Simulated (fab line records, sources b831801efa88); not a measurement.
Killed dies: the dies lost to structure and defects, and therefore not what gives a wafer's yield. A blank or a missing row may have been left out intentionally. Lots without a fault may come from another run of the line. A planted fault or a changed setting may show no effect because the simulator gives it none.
Code-filled problem report in 8D (eight disciplines) form :: flow sky130 :: the parts of the form that need people (team, actions taken, sign-off) are left out

1. THE PROBLEM
At SKY_PAD_OPEN_PROBE_99, killed-at-contacts averages 57 over 6 wafers from 2 lots, while fault-free wafers read 24, standard deviation 5.7. Measured from the usual mean, that is +5.7 standard deviations.
The first sign was on wafer L675.1 at day 47 13:18, on prober-01. Wafers with a number at this step in the record: 39, from 13 lots. Rule for "out", or "out of limits": more than 4 standard deviations from the usual mean. Any other wafer with a number is counted as sound.

2. WHAT IT IS, AND WHAT IT ISN'T
question: which readings at this step
is: killed-at-contacts
is not: killed_at_M0_to_M3, killed_at_M4_up, killed-at-other, killed-short

question: which lots
is: L675, L678
is not: L667, L668, L669, L671, L679, L681, L682, L683, L688, L689, L690

question: which wafers of those lots
is: all that have a number
is not: -

question: read on which tools
is: prober-01, prober-02
is not: -

question: when
is: from day 47 13:18
is not: up to then (12 sound wafers); but 21 sound wafers of L679, L681, L682, L683, L688, L689, L690 came after

3. THE SUSPECTS, EACH WITH WHAT RULES IT OUT
Counting: a tool at any process step up to the reading remains a suspect when it ran all the lots that are out and ran no sound lot after the first of those.
- rie-diel-01 at SKY_CONTACT_ETCH_17 (etches SiO2 in C4F8/O2/Ar, stops on Si3N4, target depth 340 nm): ruled out as a lasting fault. After its first lot that is out, L675 (day 34 01:50), sound lots L688 ran on it.
Left after counting: nothing in the record.

4. THE CAUSE (what the simulator had put in)
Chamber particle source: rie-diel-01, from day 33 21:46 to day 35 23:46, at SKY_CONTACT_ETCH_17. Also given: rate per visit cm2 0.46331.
It was ruled out by counting, in error; the rule expects a fault to strike all lots run on its tool from its start on, and this fault did not.

5. THE EFFECT CHAIN, in route order
Each row: a reading where the mean over the struck wafers with a number is more than 3 standard deviations away from the usual. Only readings for which the record gives a usual standard deviation are gone through. hours: the time from each lot's start at the first step in this table that gives one to its start at this step, as a median over the lots. sigmas: the change in usual standard deviations.
hours: 0
step: SKY_PAD_OPEN_PROBE_99
reading: killed-at-contacts
usual: 24
on struck wafers: 57
change: +33
sigmas: +5.7

hours: 0
step: SKY_PAD_OPEN_PROBE_99
reading: killed-dies
usual: 87
on struck wafers: 123
change: +36
sigmas: +3.8
Process steps it contains:
- SKY_PAD_OPEN_PROBE_99

6. WHAT WOULD HAVE CAUGHT IT SOONER
In this record the first reading out of limits was taken at day 47 13:18, 328 hours after the fault began at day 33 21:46.
Tool readings at SKY_CONTACT_ETCH_17 with a usual standard deviation given in the record: none out on any struck wafer, hence no alarm at a limit of 4 standard deviations on them.
